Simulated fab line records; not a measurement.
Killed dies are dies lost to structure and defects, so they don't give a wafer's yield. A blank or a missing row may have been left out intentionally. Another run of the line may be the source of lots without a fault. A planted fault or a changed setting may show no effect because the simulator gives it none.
fab line records	flow sky130
record: lots: 11	wafers: 33	last_day: 50
route steps=708 shown PWDE@53 VT_ADJUST_HVTP@92 VT_ADJUST_LVTN@106 PAD_OPEN@708
lots that met no fault: taken from a fault-free run of the same line
start_h: the number of hours between the record's first day and the start of the first shown wafer of the lot	wait_h: how many hours have passed since the lot's step before this one	" as in the row above	L1.1+2: several wafers, shown together as one row	- no value, or no start was given	* or withheld: withheld	< > ~ a bound
route shown NAME@n: a module of which the file shows steps, and the number in the route of the first	usual: the fault-free wafers' mean and standard deviation	same: alike in all rows	chamber/n: place in a boat	sites: per-site readings	_std_site: the standard deviation of these	_edge_site: the outer-site mean with the inner-site mean subtracted	radius_mm: for every site, how far away it sits from the centre of the wafer	mask NAME#n: copy n	behind: the most recent tool/chamber to have shaped the wafer	hold: why the lot was held/for how many hours/how that ended	device: which transistor (n, p or np) failed to switch	end of line: tests run on the same wafers once the route is complete	step lacking rows: just its recipe	killed: count of dies lost to structure and defects at first sort (not the wafer's yield)	map: per-die view of a wafer (x killed, . not killed, _ where there is no die)
set.NAME: the setting as run; set.NAME@STEP: as run at that earlier step	model.NAME: the simulator's own value behind a step, which no gauge read
a sample of lots followed through the steps of the route, with each step as a table and each wafer as a row
services: from which hour (start_h, from the record's first day; less than 0 if before it) a tool's chamber was out of use, for how many hours, and why
== steps ==
step: SKY_PWDE_IMPLANT_08
recipe: species: B	energy_kev: 150	dose_cm2: 3.6e+12	tilt_deg: withheld
usual: beam_on_s: 10.03/0.2	dose_ions_cm2: 3.6e+12/4e+09	faraday_current_uA: 20.2/0.41
lot.wafer	tool	chamber	start_h	wait_h	beam_on_s	dose_ions_cm2	faraday_current_uA
L400.1	implanter-02	0	72.90	0.0	10.10	3.596e+12	20.1
L400.5	"	0	"	"	9.87	3.594e+12	20.4
L400.6	"	0	"	"	10.12	3.602e+12	20.1
L402.3	implanter-02	0	82.11	0.1	9.96	3.602e+12	20.3
L402.4	"	0	"	"	10.01	3.602e+12	20.2
L402.5	"	0	"	"	10.23	3.595e+12	19.8
L403.3	implanter-02	0	84.65	0.1	10.05	3.598e+12	20.1
L403.4	"	0	"	"	10.01	3.599e+12	20.3
L403.6	"	0	"	"	10.05	3.606e+12	20.2
L404.1	implanter-01	0	88.50	0.0	10.07	3.605e+12	20.2
L404.2	"	0	"	"	9.75	3.599e+12	20.9
L404.3	"	0	"	"	10.07	3.593e+12	20.1
L405.1	implanter-01	0	94.81	0.0	10.20	4.834e+12	26.7
L405.2	"	0	"	"	10.00	4.837e+12	27.2
L405.5	"	0	"	"	10.04	4.834e+12	27.2
L407.1	implanter-01	0	120.91	0.0	9.79	4.831e+12	27.9
L407.3	"	0	"	"	9.80	4.834e+12	27.8
L407.6	"	0	"	"	10.56	4.838e+12	25.8
L413.2	implanter-02	0	153.33	0.0	9.85	3.604e+12	20.7
L413.5	"	0	"	"	9.85	3.603e+12	20.7
L413.6	"	0	"	"	9.87	3.603e+12	20.6
L416.2	implanter-03	0	164.63	0.0	10.03	3.601e+12	20.3
L416.3	"	0	"	"	9.78	3.596e+12	20.8
L416.5	"	0	"	"	9.53	3.599e+12	21.2
L418.2	implanter-02	0	167.83	0.0	10.05	3.6e+12	20.2
L418.4	"	0	"	"	9.91	3.603e+12	20.4
L418.5	"	0	"	"	10.17	3.602e+12	20.0
L422.1	implanter-01	0	193.55	0.0	9.95	3.598e+12	20.4
L422.2	"	0	"	"	9.96	3.596e+12	20.4
L422.5	"	0	"	"	9.95	3.592e+12	20.4
L423.1	implanter-01	0	198.26	0.0	9.97	3.605e+12	20.3
L423.5	"	0	"	"	9.93	3.607e+12	20.4
L423.6	"	0	"	"	9.71	3.602e+12	20.9
step: SKY_PWDE_STRIP_09
recipe: chemistry: O2/N2	power_w: 1400	pressure_mtorr: 1500	platen_temp_c: withheld	o2_flow_sccm: 3000	n2_flow_sccm: 300	overash_fraction: 0.5
usual: drypump_motor_current_A: 5.9/0.38	n2_flow_sccm: 300.0/0.94	oes_product_au: 0.722/0.0045	strip_time_to_endpoint_s: 36.92/0.11
lot.wafer	tool	chamber	start_h	wait_h	drypump_motor_current_A	n2_flow_sccm	oes_product_au	rf_hours_counter_h	strip_time_to_endpoint_s
L400.1	plasma_asher-04	1	73.05	0.1	5.9	299.3	0.726	25	36.78
L400.5	"	0	"	"	5.3	299.5	0.730	-	36.82
L400.6	"	1	"	"	5.8	299.0	0.721	-	36.99
L402.3	plasma_asher-02	0	82.24	0.1	5.8	299.8	0.726	-	36.99
L402.4	"	1	"	"	5.6	299.5	0.730	-	37.08
L402.5	"	1	"	"	5.6	298.3	0.715	-	36.96
L403.3	plasma_asher-04	1	84.79	0.1	5.8	299.7	0.719	-	36.87
L403.4	"	0	"	"	5.3	299.8	0.720	-	36.87
L403.6	"	0	"	"	5.3	301.0	0.716	-	36.85
L404.1	plasma_asher-01	0	88.65	0.1	6.4	301.2	0.726	42	36.80
L404.2	"	1	"	"	5.9	299.6	0.724	42	36.84
L404.3	"	0	"	"	6.4	301.7	0.725	-	36.83
L405.1	plasma_asher-01	1	94.96	0.1	5.9	299.5	0.724	42	36.99
L405.2	"	0	"	"	6.4	299.8	0.722	42	36.86
L405.5	"	1	"	"	5.9	299.6	0.716	-	36.99
L407.1	plasma_asher-01	1	121.06	0.1	6.0	299.4	0.729	45	37.06
L407.3	"	1	"	"	5.9	300.9	0.718	-	36.96
L407.6	"	0	"	"	6.4	300.8	0.725	-	36.93
L413.2	plasma_asher-01	0	153.45	0.1	6.4	299.7	0.726	48	36.76
L413.5	"	0	"	"	6.4	298.9	0.720	-	36.69
L413.6	"	1	"	"	5.9	300.0	0.720	-	36.75
L416.2	plasma_asher-04	1	164.75	0.1	5.9	300.0	0.716	34	36.80
L416.3	"	0	"	"	5.3	300.3	0.719	-	36.79
L416.5	"	1	"	"	5.8	297.9	0.715	-	36.87
L418.2	plasma_asher-02	1	167.95	0.1	5.6	298.8	0.723	5	37.01
L418.4	"	0	"	"	5.8	299.8	0.728	-	37.01
L418.5	"	1	"	"	5.6	298.7	0.721	-	37.06
L422.1	plasma_asher-04	1	193.70	0.1	5.9	300.6	0.720	37	37.12
L422.2	"	0	"	"	5.2	299.5	0.725	37	37.15
L422.5	"	1	"	"	5.8	299.8	0.717	-	37.05
L423.1	plasma_asher-01	0	198.41	0.1	6.4	300.8	0.725	52	36.86
L423.5	"	0	"	"	6.4	300.8	0.715	-	36.65
L423.6	"	1	"	"	5.9	301.0	0.718	-	36.72
step: SKY_PWDE_TW_MEAS_10
usual: PWDE_TW: 375.3/1.6
lot.wafer	tool	chamber	start_h	wait_h	PWDE_TW
L400.1	film_metro-04	-	73.15	0.1	378.6
L400.5	"	-	"	"	376.5
L400.6	"	-	"	"	375.7
L402.3	film_metro-04	-	82.33	0.1	376.5
L402.4	"	-	"	"	378.3
L402.5	"	-	"	"	375.3
L403.3	film_metro-02	-	84.87	0.1	378.7
L403.4	"	-	"	"	376.9
L403.6	"	-	"	"	378.1
L404.1	film_metro-04	-	88.75	0.1	377.5
L404.2	"	-	"	"	376.8
L404.3	"	-	"	"	375.4
L405.1	film_metro-03	-	95.06	0.1	408.8
L405.2	"	-	"	"	408.5
L405.5	"	-	"	"	410.0
L407.1	film_metro-04	-	121.16	0.1	410.5
L407.3	"	-	"	"	411.1
L407.6	"	-	"	"	409.9
L413.2	film_metro-04	-	153.56	0.1	374.5
L413.5	"	-	"	"	375.3
L413.6	"	-	"	"	376.1
L416.2	film_metro-03	-	164.86	0.1	375.9
L416.3	"	-	"	"	374.1
L416.5	"	-	"	"	374.9
L418.2	film_metro-02	-	168.06	0.1	375.8
L418.4	"	-	"	"	375.9
L418.5	"	-	"	"	376.8
L422.1	film_metro-02	-	193.80	0.1	371.8
L422.2	"	-	"	"	373.5
L422.5	"	-	"	"	373.4
L423.1	film_metro-02	-	198.51	0.1	372.1
L423.5	"	-	"	"	371.3
L423.6	"	-	"	"	371.8
step: SKY_NWELL_RS_MEAS_31
recipe: thk_meas_gauge: four-point-probe
usual: PWDE_RS: 5267/19
lot.wafer	tool	chamber	start_h	wait_h	PWDE_RS[ohm/sq]
L400.1	film_metro-03	-	105.55	0.1	5229
L400.5	"	-	"	"	5253
L400.6	"	-	"	"	5249
L402.3	film_metro-03	-	116.85	0.1	5261
L402.4	"	-	"	"	5241
L402.5	"	-	"	"	5268
L403.3	film_metro-04	-	119.71	0.1	5246
L403.4	"	-	"	"	5236
L403.6	"	-	"	"	5250
L404.1	film_metro-02	-	124.15	0.1	5264
L404.2	"	-	"	"	5269
L404.3	"	-	"	"	5263
L405.1	film_metro-04	-	130.82	0.1	4192
L405.2	"	-	"	"	4185
L405.5	"	-	"	"	4190
L407.1	film_metro-04	-	160.36	0.1	4174
L407.3	"	-	"	"	4181
L407.6	"	-	"	"	4168
L413.2	film_metro-04	-	195.72	0.1	5237
L413.5	"	-	"	"	5259
L413.6	"	-	"	"	5251
L416.2	film_metro-02	-	208.09	0.1	5268
L416.3	"	-	"	"	5276
L416.5	"	-	"	"	5274
L418.2	film_metro-04	-	211.92	0.1	5242
L418.4	"	-	"	"	5260
L418.5	"	-	"	"	5265
L422.1	film_metro-02	-	239.85	0.1	5280
L422.2	"	-	"	"	5270
L422.5	"	-	"	"	5270
L423.1	film_metro-02	-	245.46	0.1	5287
L423.5	"	-	"	"	5287
L423.6	"	-	"	"	5280
step: SKY_VT_ADJUST_HVTP_CD_MEAS_07
recipe: target_cd_nm: 380
usual: cd_nm: 379.5/2.7
lot.wafer	tool	chamber	start_h	wait_h	cd_nm
L400.1	cd_sem-02	-	123.18	0.1	381.5
L400.5	"	-	"	"	383.2
L400.6	"	-	"	"	382.6
L402.3	cd_sem-01	-	135.41	0.1	375.8
L402.4	"	-	"	"	378.7
L402.5	"	-	"	"	376.6
L403.3	cd_sem-01	-	137.46	0.1	382.5
L403.4	"	-	"	"	384.8
L403.6	"	-	"	"	380.9
L404.1	cd_sem-02	-	142.85	0.2	380.1
L404.2	"	-	"	"	379.6
L404.3	"	-	"	"	378.7
L405.1	cd_sem-01	-	150.02	0.1	378.5
L405.2	"	-	"	"	379.6
L405.5	"	-	"	"	374.8
L407.1	cd_sem-02	-	180.52	0.1	376.9
L407.3	"	-	"	"	376.2
L407.6	"	-	"	"	375.5
L413.2	cd_sem-02	-	218.09	0.1	381.9
L413.5	"	-	"	"	380.6
L413.6	"	-	"	"	381.1
L416.2	cd_sem-01	-	230.99	0.1	383.0
L416.3	"	-	"	"	382.9
L416.5	"	-	"	"	383.2
L418.2	cd_sem-01	-	233.99	0.1	380.8
L418.4	"	-	"	"	380.2
L418.5	"	-	"	"	377.8
L422.1	cd_sem-02	-	262.47	0.1	376.8
L422.2	"	-	"	"	379.6
L422.5	"	-	"	"	379.8
L423.1	cd_sem-01	-	269.52	0.1	379.5
L423.5	"	-	"	"	382.7
L423.6	"	-	"	"	377.8
step: SKY_VT_ADJUST_LVTN_STRIP_09
recipe: chemistry: O2/N2	power_w: 1400	pressure_mtorr: 1500	platen_temp_c: withheld	o2_flow_sccm: 3000	n2_flow_sccm: 300	overash_fraction: 0.5
usual: drypump_motor_current_A: 6.0/0.31	n2_flow_sccm: 300.0/0.87	oes_product_au: 0.722/0.0042	strip_time_to_endpoint_s: 36.95/0.083
lot.wafer	tool	chamber	start_h	wait_h	drypump_motor_current_A	n2_flow_sccm	oes_product_au	rf_hours_counter_h	strip_time_to_endpoint_s
L400.1	plasma_asher-01	1	142.45	0.1	5.9	302.6	0.714	47	36.93
L400.5	"	0	"	"	6.4	301.3	0.724	-	36.76
L400.6	"	1	"	"	5.9	300.1	0.722	-	36.82
L402.3	plasma_asher-01	1	155.44	0.1	5.9	299.6	0.721	-	36.89
L402.4	"	0	"	"	6.4	299.8	0.726	-	37.00
L402.5	"	0	"	"	6.4	299.4	0.716	-	36.89
L403.3	plasma_asher-02	0	157.99	0.1	5.8	301.1	0.722	-	36.76
L403.4	"	1	"	"	5.6	300.6	0.723	-	36.90
L403.6	"	1	"	"	5.6	300.4	0.715	-	36.92
L404.1	plasma_asher-03	1	163.77	0.1	6.0	300.9	0.730	47	36.83
L404.2	"	0	"	"	6.4	299.7	0.721	47	36.73
L404.3	"	0	"	"	6.4	301.0	0.724	-	36.96
L405.1	plasma_asher-02	0	170.42	0.1	5.8	298.9	0.721	5	36.96
L405.2	"	1	"	"	5.6	301.2	0.711	5	36.91
L405.5	"	1	"	"	5.6	301.4	0.724	-	37.02
L407.1	plasma_asher-03	1	202.05	0.1	6.0	300.6	0.722	51	36.81
L407.3	"	0	"	"	6.4	299.3	0.720	-	36.91
L407.6	"	1	"	"	6.0	300.0	0.726	-	36.75
L413.2	plasma_asher-02	0	242.45	0.1	5.8	300.4	0.719	12	37.00
L413.5	"	0	"	"	5.8	301.7	0.719	-	37.01
L413.6	"	1	"	"	5.6	298.7	0.726	-	37.02
L416.2	plasma_asher-01	0	254.65	0.1	6.4	299.9	0.718	58	36.97
L416.3	"	1	"	"	5.9	300.5	0.732	-	37.01
L416.5	"	0	"	"	6.4	300.7	0.724	-	37.05
L418.2	plasma_asher-03	0	258.05	0.1	6.4	300.8	0.726	57	36.90
L418.4	"	0	"	"	6.4	300.8	0.716	-	36.80
L418.5	"	1	"	"	6.0	298.4	0.720	-	36.91
L422.1	plasma_asher-01	1	284.40	0.1	5.9	299.1	0.729	60	36.85
L422.2	"	0	"	"	6.4	299.7	0.725	60	36.92
L422.5	"	1	"	"	5.9	300.9	0.724	-	36.90
L423.1	plasma_asher-03	1	290.25	0.1	6.0	299.2	0.723	60	36.99
L423.5	"	1	"	"	6.0	299.7	0.723	-	37.06
L423.6	"	0	"	"	6.4	300.2	0.726	-	37.03
step: SKY_PAD_OPEN_PROBE_99
usual: killed_at_M0_to_M3: 44/7.1	killed_at_M4_up: 3.3/1.8	killed_at_contacts: 24/5.1	killed_at_front_end: 16/4.7	killed_at_other: 0.3/0.52	killed_dies: 87/9.7	killed_open: 47/6.8	killed_short: 39/6.7
same: gross_dies: 492	killed_at_back_side: 0
lot.wafer	tool	chamber	start_h	wait_h	killed_at_M0_to_M3	killed_at_M4_up	killed_at_contacts	killed_at_front_end	killed_at_other	killed_dies	killed_open	killed_short
L407.1	prober-02	-	1122.28	0.1	49	3	24	23	0	99	57	42
L407.3	prober-02	-	1122.38	0.2	53	6	15	16	0	90	46	44
L407.6	prober-02	-	1122.53	0.2	47	2	22	18	0	89	49	40
killed by level:class
L407.1 VIA2:geometric_particle:open=12 CONTACT:geometric_particle:open=11 VIA1:geometric_particle:open=10 METAL2:geometric_particle:short=10 FIELD_ISO:geometric_particle:short=9 FIELD_ISO:geometric_particle:open=7 LI_CONTACT:geometric_particle:open=6 VIA3:geometric_particle:open=4
L407.3 VIA3:geometric_particle:open=13 VIA1:geometric_particle:open=11 CONTACT:geometric_particle:open=7 METAL1:geometric_particle:short=7 FIELD_ISO:geometric_particle:short=6 VIA1:geometric_particle:short=5 METAL4:geometric_particle:short=5 LI_CONTACT:geometric_particle:open=4
L407.6 CONTACT:geometric_particle:open=10 VIA1:geometric_particle:open=10 METAL1:geometric_particle:short=8 VIA1:geometric_particle:short=7 METAL2:geometric_particle:short=6 CONTACT:geometric_particle:short=5 VIA2:geometric_particle:open=5 FIELD_ISO:geometric_particle:open=4
== services ==
tool	chamber	start_h	hours	kind
plasma_asher-04	-	55.72	8.7	repair
implanter-01	-	71.47	4.1	pm
implanter-03	-	92.49	5.2	repair
plasma_asher-02	-	108.75	9.0	pm
plasma_asher-02	0	108.75	9.0	vent_cycle
plasma_asher-02	1	108.75	9.0	vent_cycle
implanter-02	-	114.02	5.2	pm
plasma_asher-02	0	117.75	-	clean
plasma_asher-02	1	117.75	-	clean
implanter-03	-	141.82	4.9	pm
plasma_asher-01	-	167.51	2.8	pm
plasma_asher-02	-	179.24	2.8	pm
plasma_asher-04	-	236.46	13.9	repair
implanter-03	-	258.56	3.3	repair
== key ==
first_sign: step: SKY_PWDE_IMPLANT_08	reading: dose_ions_cm2	direction: up	sigmas: 99+	usual: *	struck: *
effect: step: SKY_PWDE_IMPLANT_08	reading: faraday_current_uA	direction: up	sigmas: 17	usual: 20.2	struck: 27.1
effect: step: SKY_PWDE_TW_MEAS_10	reading: PWDE_TW	direction: up	sigmas: 22	usual: 375.3	struck: 409.8
effect: step: SKY_NWELL_RS_MEAS_31	reading: PWDE_RS	direction: down	sigmas: 57	usual: 5267	struck: 4182
met_at SKY_PWDE_IMPLANT_08
struck_lots L405,L407
tester_left_out L405,L407
not_acting_at SKY_PWDE_STRIP_09,SKY_VT_ADJUST_HVTP_CD_MEAS_07,SKY_VT_ADJUST_LVTN_STRIP_09
onset_between 88.50 94.81
fault: kind: process_parameter_drift	tool: implanter-01	chamber: -	onset_h: 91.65	steps: SKY_PWDE_IMPLANT_08	channel: dose_cm2	offset: *	shape: step	end_h: 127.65	acts_in: *	stated: *
tester_left_out: of these lots the tester's yield and bins aren't shown, on N5 and GAA mostly nor the transistor test; their killed dies are dies lost to structure and defects alone, not to doping, threshold or leakage, so they don't give the yield
